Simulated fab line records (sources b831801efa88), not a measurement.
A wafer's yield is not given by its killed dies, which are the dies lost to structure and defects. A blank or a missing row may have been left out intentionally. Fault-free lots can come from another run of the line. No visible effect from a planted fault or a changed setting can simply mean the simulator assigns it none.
One fault seen from 2 desks / flow gf180mcu / each desk holds nothing but its own numbers, with what lay behind them at the end

== AT THE TOOL OWNER'S DESK: implanter-04 ==
GF_HV_LDD_IMPLANT_48, tool's own readings: per-lot mean of the sampled wafers with a number, covering each lot this tool ran. Marked OUT: a lot whose mean sits more than 4 standard deviations from the usual mean, which makes it out of limits; the brackets give that distance.
Columns: A = beamOnS at GF_HV_LDD_IMPLANT_48, usual 9.99 s; B = doseIonsCm2 at GF_HV_LDD_IMPLANT_48, usual 3.0001e+13; C = faradayCurrentUA at GF_HV_LDD_IMPLANT_48, usual 169
lot=L671; first seen here=day 12 10:20; A=9.76; B=3.0004e+13; C=173
lot=L672; first seen here=day 12 16:34; A=9.94; B=3.0018e+13; C=170
lot=L675; first seen here=day 13 18:20; A=10.23; B=2.9999e+13; C=166
lot=L676; first seen here=day 14 10:07; A=10.08; B=3.0013e+13; C=168
lot=L678; first seen here=day 14 20:45; A=10.20; B=3.0000e+13; C=165
lot=L679; first seen here=day 15 02:39; A=9.96; B=2.9987e+13; C=170
lot=L682; first seen here=day 16 01:23; A=9.89; B=2.9978e+13; C=172
lot=L688; first seen here=day 17 23:22; A=10.02; B=4.5013e+13 (+99 or more) OUT; C=253 (+23) OUT
lot=L693; first seen here=day 19 11:39; A=9.93; B=4.5031e+13 (+99 or more) OUT; C=255 (+24) OUT
Finding of this desk: L688, L693 out of limits; the first was L688 at day 17 23:22, on doseIonsCm2 at GF_HV_LDD_IMPLANT_48. Within limits: L671, L672, L675, L676, L678, L679, L682.

== METROLOGY DESK ==
What the gauges read, lot by lot, whatever tool the lot ran on: means of the sampled wafers that have a number. Marked OUT: a lot whose mean sits more than 4 standard deviations from the usual mean, which makes it out of limits; the brackets give that distance.
Columns: A = NWELL_OVL at GF_NWELL_OVL_MEAS_07, usual 1.7 nm; B = NWELL_RS at GF_VT_IMPLANT_RS_MEAS_47, usual 487.7 ohm/sq; C = HV_LDD_4_TW at GF_HV_LDD_TW_MEAS_50, usual 569; D = SAB_OVL at GF_SAB_OVL_MEAS_10, usual -0.4 nm
lot=L671; first seen here=day 3 06:43; A=1.4; B=488.3; C=572; D=-1.1
lot=L672; first seen here=day 3 13:04; A=2.7; B=487.6; C=572; D=0.1
lot=L673; first seen here=day 3 19:45; A=2.5; B=488.7; C=572; D=-1.8
lot=L674; first seen here=day 3 22:57; A=2.2; B=485.8; C=566; D=1.7
lot=L675; first seen here=day 4 05:16; A=1.9; B=489.4; C=564; D=-0.6
lot=L676; first seen here=day 4 13:40; A=2.0; B=486.5; C=570; D=-0.4
lot=L677; first seen here=day 4 16:46; A=2.2; B=487.7; C=570; D=-0.2
lot=L678; first seen here=day 4 22:40; A=0.3; B=487.8; C=572; D=1.3
lot=L679; first seen here=day 5 04:57; A=2.0; B=488.1; C=568; D=0.2
lot=L680; first seen here=day 5 10:40; A=1.5; B=488.6; C=570; D=0.3
lot=L681; first seen here=day 5 16:01; A=0.7; B=487.8; C=567; D=-0.9
lot=L682; first seen here=day 5 19:36; A=0.7; B=488.9; C=567; D=-2.2
lot=L688; first seen here=day 7 04:55; A=1.3; B=488.1; C=649 (+26) OUT; D=-2.3
lot=L693; first seen here=day 8 06:23; A=2.9; B=485.1; C=642 (+24) OUT; D=-0.4
This desk finds L688, L693 out of limits, with the earliest case on L688 at day 17 23:38 (HV_LDD_4_TW at GF_HV_LDD_TW_MEAS_50). Within limits: L671, L672, L673, L674, L675, L676, L677, L678, L679, L680, L681, L682.

== BROUGHT TOGETHER ==
The tool owner's desk had the chance to raise an alarm at day 17 23:22 on L688, L693.
Metrology desk: alarm possible at day 17 23:38 on L688, L693.
Every lot named ran GF_HV_LDD_IMPLANT_48 on implanter-04.

== WHAT THE SIMULATOR PUT IN ==
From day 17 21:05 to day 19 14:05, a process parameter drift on implanter-04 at GF_HV_LDD_IMPLANT_48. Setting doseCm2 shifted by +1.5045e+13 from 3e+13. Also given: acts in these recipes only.
Lots struck among those shown: L688, L693.
Time in hours from fault onset to the first out-of-limits reading at each desk: tool owner's desk 2, metrology desk 3.
